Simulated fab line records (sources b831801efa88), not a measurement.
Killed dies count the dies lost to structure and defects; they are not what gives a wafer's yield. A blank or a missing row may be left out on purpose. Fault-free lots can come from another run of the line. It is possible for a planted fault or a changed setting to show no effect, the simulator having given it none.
The tool behind it: which one? :: flow sky130 :: 10 lots with 29 wafers sampled at 7 steps, on a route of 708 steps

== WHAT THE GAUGES READ, wafer by wafer ==
SKY_METAL5_RS_MEAS_05: a four-point-probe measurement.
lot: L631
measured: day 43 09:04
on: filmMetro-02
METAL5_ALCU_RS (ohm/sq): 0.0273 0.0271 0.0268

lot: L632
measured: day 44 04:56
on: filmMetro-02
METAL5_ALCU_RS (ohm/sq): 0.0269 0.0269 0.0270

lot: L637
measured: day 44 23:13
on: filmMetro-02
METAL5_ALCU_RS (ohm/sq): 0.0271 0.0273 0.0273

lot: L638
measured: day 45 10:50
on: filmMetro-01
METAL5_ALCU_RS (ohm/sq): 0.0263 0.0266 0.0262

lot: L644
measured: day 47 01:26
on: filmMetro-01
METAL5_ALCU_RS (ohm/sq): 0.0353 0.0270

lot: L647
measured: day 47 21:01
on: filmMetro-01
METAL5_ALCU_RS (ohm/sq): 0.0265 0.0268 0.0272

lot: L649
measured: day 48 05:38
on: filmMetro-02
METAL5_ALCU_RS (ohm/sq): 0.0273 0.0271 0.0270

lot: L650
measured: day 48 08:10
on: filmMetro-01
METAL5_ALCU_RS (ohm/sq): 0.0270 0.0269 0.0271

lot: L651
measured: day 48 18:53
on: filmMetro-02
METAL5_ALCU_RS (ohm/sq): 0.0266 0.0274 0.0275

lot: L652
measured: day 48 19:32
on: filmMetro-02
METAL5_ALCU_RS (ohm/sq): 0.0279 0.0275 0.0274

SKY_METAL5_THK_MEAS_06: measures by xrf.
lot: L631
measured: day 43 09:11
on: filmMetro-02
METAL5_ALCU_THK (nm): 1125 1129 1141

lot: L632
measured: day 44 05:02
on: filmMetro-02
METAL5_ALCU_THK (nm): 1140 1141 1133

lot: L637
measured: day 44 23:20
on: filmMetro-02
METAL5_ALCU_THK (nm): 1131 1131 1129

lot: L638
measured: day 45 10:57
on: filmMetro-01
METAL5_ALCU_THK (nm): 1183 1176 1185

lot: L644
measured: day 47 01:34
on: filmMetro-01
METAL5_ALCU_THK (nm): 886 1156

lot: L647
measured: day 47 21:07
on: filmMetro-01
METAL5_ALCU_THK (nm): 1175 1159 1141

lot: L649
measured: day 48 05:46
on: filmMetro-02
METAL5_ALCU_THK (nm): 1130 1136 1145

lot: L650
measured: day 48 08:16
on: filmMetro-01
METAL5_ALCU_THK (nm): 1150 1149 1140

lot: L651
measured: day 48 18:59
on: filmMetro-02
METAL5_ALCU_THK (nm): 1160 1135 1121

lot: L652
measured: day 48 19:37
on: filmMetro-02
METAL5_ALCU_THK (nm): 1101 1126 1121

SKY_PASSIVATION_THK_MEAS_01.
lot: L631
measured: day 44 08:24
on: filmMetro-04
PASSIVATION_CVD_00_THK (nm): 87.3 89.1 89.5

lot: L632
measured: day 45 03:50
on: filmMetro-04
PASSIVATION_CVD_00_THK (nm): 90.0 91.5 91.9

lot: L637
measured: day 45 21:49
on: filmMetro-02
PASSIVATION_CVD_00_THK (nm): 88.9 88.9 90.3

lot: L638
measured: day 46 08:40
on: filmMetro-02
PASSIVATION_CVD_00_THK (nm): 88.4 91.2 88.6

lot: L644
measured: day 47 21:21
on: filmMetro-02
PASSIVATION_CVD_00_THK (nm): 90.1 89.0

lot: L647
measured: day 48 16:07
on: filmMetro-02
PASSIVATION_CVD_00_THK (nm): 89.7 89.1 90.7

lot: L649
measured: day 49 00:58
on: filmMetro-01
PASSIVATION_CVD_00_THK (nm): 89.9 90.5 90.6

lot: L650
measured: day 49 04:02
on: filmMetro-04
PASSIVATION_CVD_00_THK (nm): 87.3 90.0 88.8

lot: L651
measured: day 49 13:50
on: filmMetro-01
PASSIVATION_CVD_00_THK (nm): 90.0 89.2 90.3

lot: L652
measured: day 49 13:50
on: filmMetro-02
PASSIVATION_CVD_00_THK (nm): 90.5 90.5 88.3

== EACH LOT AND THE TOOL THAT RAN IT (in order: tool; ch and the chambers of the sampled wafers; start) ==
lot: L631
SKY_METAL4_SPUTTER_00: pvdSputter-01, day 40 04:41
SKY_CAP2M_CVD_00: pecvd-03 ch 0,2, day 40 04:50
SKY_METAL5_SPUTTER_02: pvdSputter-04, day 43 08:56
SKY_METAL5_METAL_ETCH_15: rieMetal-03 ch 0, day 44 07:33

lot: L632
SKY_METAL4_SPUTTER_00: pvdSputter-02, day 41 02:41
SKY_CAP2M_CVD_00: pecvd-03 ch 0,1,2, day 41 02:50
SKY_METAL5_SPUTTER_02: pvdSputter-02, day 44 04:46
SKY_METAL5_METAL_ETCH_15: rieMetal-01 ch 0,1, day 45 03:02

lot: L637
SKY_METAL4_SPUTTER_00: pvdSputter-01, day 41 23:11
SKY_CAP2M_CVD_00: pecvd-01 ch 0,1, day 41 23:20
SKY_METAL5_SPUTTER_02: pvdSputter-03, day 44 23:06
SKY_METAL5_METAL_ETCH_15: rieMetal-03 ch 0,1, day 45 20:58

lot: L638
SKY_METAL4_SPUTTER_00: pvdSputter-01, day 42 11:25
SKY_CAP2M_CVD_00: pecvd-03 ch 0,2, day 42 11:35
SKY_METAL5_SPUTTER_02: pvdSputter-04, day 45 10:42
SKY_METAL5_METAL_ETCH_15: rieMetal-03 ch 0,1, day 46 07:48

lot: L644
SKY_METAL4_SPUTTER_00: pvdSputter-01, day 44 04:01
SKY_CAP2M_CVD_00: pecvd-02 ch 0,2, day 44 04:11
SKY_METAL5_SPUTTER_02: pvdSputter-02, day 47 01:19
SKY_METAL5_METAL_ETCH_15: rieMetal-03 ch 1, day 47 20:30

lot: L647
SKY_METAL4_SPUTTER_00: pvdSputter-02, day 45 05:01
SKY_CAP2M_CVD_00: pecvd-03 ch 0,1,2, day 45 05:10
SKY_METAL5_SPUTTER_02: pvdSputter-04, day 47 20:52
SKY_METAL5_METAL_ETCH_15: rieMetal-01 ch 0,1, day 48 15:15

lot: L649
SKY_METAL4_SPUTTER_00: pvdSputter-01, day 45 13:14
SKY_CAP2M_CVD_00: pecvd-02 ch 0,2, day 45 13:24
SKY_METAL5_SPUTTER_02: pvdSputter-03, day 48 05:31
SKY_METAL5_METAL_ETCH_15: rieMetal-01 ch 0, day 49 00:07

lot: L650
SKY_METAL4_SPUTTER_00: pvdSputter-03, day 45 17:01
SKY_CAP2M_CVD_00: pecvd-02 ch 0,1, day 45 17:11
SKY_METAL5_SPUTTER_02: pvdSputter-03, day 48 08:01
SKY_METAL5_METAL_ETCH_15: rieMetal-02 ch 0, day 49 02:36

lot: L651
SKY_METAL4_SPUTTER_00: pvdSputter-01, day 46 01:02
SKY_CAP2M_CVD_00: pecvd-02 ch 0,1,2, day 46 01:11
SKY_METAL5_SPUTTER_02: pvdSputter-04, day 48 18:44
SKY_METAL5_METAL_ETCH_15: rieMetal-01 ch 0, day 49 12:46

lot: L652
SKY_METAL4_SPUTTER_00: pvdSputter-02, day 46 03:30
SKY_CAP2M_CVD_00: pecvd-01 ch 1,2, day 46 03:40
SKY_METAL5_SPUTTER_02: pvdSputter-04, day 48 19:22
SKY_METAL5_METAL_ETCH_15: rieMetal-03 ch 0,1, day 49 13:02
- SKY_METAL4_SPUTTER_00: material Ti, target thk 15 nm, time 10 s.
- SKY_CAP2M_CVD_00: deposits SiO2, target thk 15.5 nm.
- SKY_METAL5_SPUTTER_02: material AlCu, target thk 1150 nm, time 61.2 s.
- SKY_METAL5_METAL_ETCH_15: etches the open film in Cl2/BCl3, stops on SiO2, target depth 1260 nm, time 252 s.

== AS READ BY THE TOOLS THEMSELVES (means over the sampled wafers that have a number; for cases with no such wafer, the mark the record gives instead) ==
SKY_METAL4_SPUTTER_00.
lot: L631
tool: pvdSputter-01
chamberPressurePa (Pa): 0.4000
throttleValvePct (%): 30.3

lot: L632
tool: pvdSputter-02
chamberPressurePa (Pa): 0.4002
throttleValvePct (%): 30.0

lot: L637
tool: pvdSputter-01
chamberPressurePa (Pa): 0.4001
throttleValvePct (%): 30.1

lot: L638
tool: pvdSputter-01
chamberPressurePa (Pa): 0.3996
throttleValvePct (%): 30.5

lot: L644
tool: pvdSputter-01
chamberPressurePa (Pa): 0.3994
throttleValvePct (%): 30.2

lot: L647
tool: pvdSputter-02
chamberPressurePa (Pa): 0.3996
throttleValvePct (%): 29.8

lot: L649
tool: pvdSputter-01
chamberPressurePa (Pa): 0.4004
throttleValvePct (%): 29.9

lot: L650
tool: pvdSputter-03
chamberPressurePa (Pa): 0.3998
throttleValvePct (%): 29.2

lot: L651
tool: pvdSputter-01
chamberPressurePa (Pa): 0.4002
throttleValvePct (%): 31.3

lot: L652
tool: pvdSputter-02
chamberPressurePa (Pa): 0.3995
throttleValvePct (%): 30.0

SKY_CAP2M_CVD_00.
lot: L631
tool: pecvd-03
heaterPowerW (W): 751

lot: L632
tool: pecvd-03
heaterPowerW (W): 721

lot: L637
tool: pecvd-01
heaterPowerW (W): 679

lot: L638
tool: pecvd-03
heaterPowerW (W): 716

lot: L644
tool: pecvd-02
heaterPowerW (W): 723

lot: L647
tool: pecvd-03
heaterPowerW (W): 724

lot: L649
tool: pecvd-02
heaterPowerW (W): 702

lot: L650
tool: pecvd-02
heaterPowerW (W): 736

lot: L651
tool: pecvd-02
heaterPowerW (W): 704

lot: L652
tool: pecvd-01
heaterPowerW (W): 676

SKY_METAL5_SPUTTER_02.
lot: L631
tool: pvdSputter-04
chamberPressurePa (Pa): 0.4004
throttleValvePct (%): 30.6

lot: L632
tool: pvdSputter-02
chamberPressurePa (Pa): 0.3998
throttleValvePct (%): 29.8

lot: L637
tool: pvdSputter-03
chamberPressurePa (Pa): 0.4002
throttleValvePct (%): 30.3

lot: L638
tool: pvdSputter-04
chamberPressurePa (Pa): 0.4010
throttleValvePct (%): 31.3

lot: L644
tool: pvdSputter-02
chamberPressurePa (Pa): 0.3998
throttleValvePct (%): 29.5

lot: L647
tool: pvdSputter-04
chamberPressurePa (Pa): 0.3998
throttleValvePct (%): 30.2

lot: L649
tool: pvdSputter-03
chamberPressurePa (Pa): 0.4001
throttleValvePct (%): 29.1

lot: L650
tool: pvdSputter-03
chamberPressurePa (Pa): 0.4003
throttleValvePct (%): 29.4

lot: L651
tool: pvdSputter-04
chamberPressurePa (Pa): 0.3995
throttleValvePct (%): 29.9

lot: L652
tool: pvdSputter-04
chamberPressurePa (Pa): 0.4002
throttleValvePct (%): 30.7

SKY_METAL5_METAL_ETCH_15.
lot: L631
tool: rieMetal-03
drypumpMotorCurrentA (A): 5.4
oesProductAu (a.u.): 0.893
throttleValvePct (%): 22.271

lot: L632
tool: rieMetal-01
drypumpMotorCurrentA (A): 5.4
oesProductAu (a.u.): 0.896
throttleValvePct (%): 22.266

lot: L637
tool: rieMetal-03
drypumpMotorCurrentA (A): 5.6
oesProductAu (a.u.): 0.895
throttleValvePct (%): 22.264

lot: L638
tool: rieMetal-03
drypumpMotorCurrentA (A): 5.9
oesProductAu (a.u.): 0.893
throttleValvePct (%): 22.265

lot: L644
tool: rieMetal-03
drypumpMotorCurrentA (A): 6.1
oesProductAu (a.u.): 0.841
throttleValvePct (%): 22.271

lot: L647
tool: rieMetal-01
drypumpMotorCurrentA (A): 5.4
oesProductAu (a.u.): 0.899
throttleValvePct (%): 22.265

lot: L649
tool: rieMetal-01
drypumpMotorCurrentA (A): 5.5
oesProductAu (a.u.): 0.892
throttleValvePct (%): 22.258

lot: L650
tool: rieMetal-02
drypumpMotorCurrentA (A): 6.0
oesProductAu (a.u.): 0.898
throttleValvePct (%): 22.260

lot: L651
tool: rieMetal-01
drypumpMotorCurrentA (A): 5.5
oesProductAu (a.u.): 0.898
throttleValvePct (%): 22.260

lot: L652
tool: rieMetal-03
drypumpMotorCurrentA (A): 5.9
oesProductAu (a.u.): 0.893
throttleValvePct (%): 22.271

== THE ANSWER, worked out from the rows above alone ==
Rule: the lots themselves supply what counts as usual. The widest of any qualifying gaps counts: lots, ordered by their means at a reading, are off when they make up no more than a third of the lots, leave a main group of 4 or more, and stand apart from it by 3 or more times the standard deviation of that group's means. The tables above print the reading to a certain number of digits; a main group whose means all agree to those digits is not used. A lot without any number at a reading at which 4 lots or more have one is off too. The other lots that the step has rows for count as sound. The gauges are gone through in route order, then the tools' own readings, and for those a lot's mean is taken as printed above. The first step at which some lot is off is used, and at that step the reading that is off furthest; a lot without a number counts as furthest.
Off: at SKY_METAL5_RS_MEAS_05 (METAL5_ALCU_RS), L644. Main group: mean 0.0270 ohm/sq, sd 0.00031.
A tool fits if, at a process step before that reading, it ran every lot that is off, and no sound lot after the first of them. The gauges at SKY_METAL5_RS_MEAS_05 aren't tried: what is off there is off at SKY_METAL5_METAL_ETCH_15 too, on other tools, and a gauge's error can't cause that. One fits: SKY_METAL5_SPUTTER_02 on pvdSputter-02. A fault onset in the window from L632 (day 44 04:46, its last sound lot) to L644 (day 47 01:19, its first lot off) fits.

== WHAT THE SIMULATOR HAD PUT IN ==
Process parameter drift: pvdSputter-02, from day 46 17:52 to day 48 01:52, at SKY_METAL5_SPUTTER_02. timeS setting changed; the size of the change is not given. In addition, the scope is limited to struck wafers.
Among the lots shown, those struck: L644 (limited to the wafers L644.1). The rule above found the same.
